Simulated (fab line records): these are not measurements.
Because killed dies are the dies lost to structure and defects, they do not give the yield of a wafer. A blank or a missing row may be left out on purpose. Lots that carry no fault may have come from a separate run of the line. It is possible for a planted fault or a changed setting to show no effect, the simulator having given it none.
What tool caused it?	flow sky130	39 wafers from 13 lots sampled at 4 of the route's 708 steps

== WHAT THE GAUGES SHOWED, per wafer ==
SKY_PAD_OPEN_BOW_MEAS_13. Usual: PAD_OPEN_BOW typically reads 46 um, with standard deviation 9.
lot	measured	on	PAD_OPEN_BOW (um)	flag
L278	day 45 16:13	film-metro-04	41 31 29	
L279	day 45 18:44	film-metro-01	43 31 31	
L283	day 47 07:00	film-metro-04	39 46 44	
L282	day 47 08:07	film-metro-01	46 45 41	
L286	day 48 00:36	film-metro-01	55 51 44	
L287	day 48 02:06	film-metro-04	42 44 45	
L288	day 48 05:40	film-metro-04	57 41 49	
L291	day 49 05:09	film-metro-03	67 65 71	
L292	day 49 06:40	film-metro-04	39 46 40	
L294	day 49 18:04	film-metro-03	45 46 28	
L296	day 50 04:54	film-metro-03	62 47 38	
L297	day 50 11:23	film-metro-01	48 48 43	
L298	day 50 11:48	film-metro-03	44 54 44	

== TOOL THAT RAN EACH LOT (tool first, then ch and the chambers of the sampled wafers, then the start) ==
lot	SKY_LI_CONTACT_PRE_CLEAN_18	SKY_VIA4_CVD_18	SKY_PASSIVATION_CVD_00
L278	pvd-sputter-04, day 29 00:08	cvd-w-02 ch 0,1, day 42 18:07	pecvd-01 ch 0,1,2, day 43 18:52
L279	pvd-sputter-03, day 29 03:03	cvd-w-02 ch 0, day 42 20:57	pecvd-01 ch 1,2, day 43 21:20
L283	pvd-sputter-04, day 31 04:00	cvd-w-01 ch 0,1, day 44 12:47	pecvd-02 ch 0,1, day 45 11:38
L282	pvd-sputter-03, day 31 05:34	cvd-w-02 ch 0,1, day 44 13:54	pecvd-04 ch 1,2, day 45 12:10
L286	pvd-sputter-03, day 31 22:45	cvd-w-02 ch 0,1, day 45 06:36	pecvd-01 ch 0,1,2, day 46 05:03
L287	pvd-sputter-03, day 32 00:12	cvd-w-01 ch 0,1, day 45 06:56	pecvd-02 ch 0,1, day 46 05:10
L288	pvd-sputter-04, day 32 13:34	cvd-w-01 ch 0,1, day 45 13:52	pecvd-02 ch 0,1, day 46 11:29
L291	pvd-sputter-03, day 33 21:47	cvd-w-01 ch 0,1, day 46 15:01	pecvd-02 ch 1,2, day 47 13:23
L292	pvd-sputter-04, day 33 23:02	cvd-w-02 ch 0,1, day 46 15:44	pecvd-04 ch 1,2, day 47 14:11
L294	pvd-sputter-04, day 34 16:09	cvd-w-01 ch 1, day 47 06:55	pecvd-01 ch 0,1,2, day 48 03:58
L296	pvd-sputter-03, day 35 11:22	cvd-w-02 ch 0,1, day 47 19:43	pecvd-04 ch 0,2, day 48 16:21
L297	pvd-sputter-04, day 35 16:33	cvd-w-01 ch 0,1, day 48 02:28	pecvd-04 ch 0,1, day 48 22:54
L298	pvd-sputter-03, day 35 18:17	cvd-w-01 ch 1, day 48 02:54	pecvd-02 ch 0,2, day 48 23:54
- SKY_LI_CONTACT_PRE_CLEAN_18: time 5.6 s.
- SKY_VIA4_CVD_18: deposits W, target thk 505 nm, time 152.14 s.
- SKY_PASSIVATION_CVD_00: deposits SiO2, target thk 90 nm.

== AS READ BY THE TOOLS THEMSELVES (means over the sampled wafers that have a number; for cases with no such wafer, the mark the record gives instead) ==
SKY_LI_CONTACT_PRE_CLEAN_18. Usual: bias-v 358 V, standard deviation 3.6.
lot	tool	bias-v (V)	flag
L278	pvd-sputter-04	360	
L279	pvd-sputter-03	362	
L283	pvd-sputter-04	361	
L282	pvd-sputter-03	358	
L286	pvd-sputter-03	358	
L287	pvd-sputter-03	355	
L288	pvd-sputter-04	358	
L291	pvd-sputter-03	365	
L292	pvd-sputter-04	357	
L294	pvd-sputter-04	361	
L296	pvd-sputter-03	360	
L297	pvd-sputter-04	357	
L298	pvd-sputter-03	359	

SKY_VIA4_CVD_18. Usual: heater-power-w 881 W, standard deviation 58.
lot	tool	heater-power-w (W)	flag
L278	cvd-w-02	798	
L279	cvd-w-02	763	
L283	cvd-w-01	927	
L282	cvd-w-02	849	
L286	cvd-w-02	800	
L287	cvd-w-01	909	
L288	cvd-w-01	910	
L291	cvd-w-01	922	
L292	cvd-w-02	842	
L294	cvd-w-01	885	
L296	cvd-w-02	802	
L297	cvd-w-01	914	
L298	cvd-w-01	888	

SKY_PASSIVATION_CVD_00. Usual: heater-power-w 657 W, standard deviation 82; rf-fwd-power-W 589 W, standard deviation 3.4.
lot	tool	heater-power-w (W)	rf-fwd-power-W (W)	flag
L278	pecvd-01	617	590	
L279	pecvd-01	555	588	
L283	pecvd-02	671	586	
L282	pecvd-04	770	589	
L286	pecvd-01	612	591	
L287	pecvd-02	620	590	
L288	pecvd-02	656	584	
L291	pecvd-02	645	591	
L292	pecvd-04	729	590	
L294	pecvd-01	630	587	
L296	pecvd-04	686	589	
L297	pecvd-04	620	588	
L298	pecvd-02	612	593	

== THE ANSWER, worked out from the rows above alone ==
Rule: a lot counts as off when the mean over its wafers that have a number is more than 3 standard deviations away from the usual mean. Also off: a lot with no number at a reading for which 4 or more lots have one. The other lots that the step has rows for count as sound. The gauges are gone through in route order, then the tools' own readings, and for those a lot's mean is taken as printed above. The first step at which some lot is off is used, and at that step the reading that is off furthest; a lot without a number counts as furthest.
None of the lots is off at any reading shown; this tells nothing.

== WHAT WAS PUT IN BY THE SIMULATOR ==
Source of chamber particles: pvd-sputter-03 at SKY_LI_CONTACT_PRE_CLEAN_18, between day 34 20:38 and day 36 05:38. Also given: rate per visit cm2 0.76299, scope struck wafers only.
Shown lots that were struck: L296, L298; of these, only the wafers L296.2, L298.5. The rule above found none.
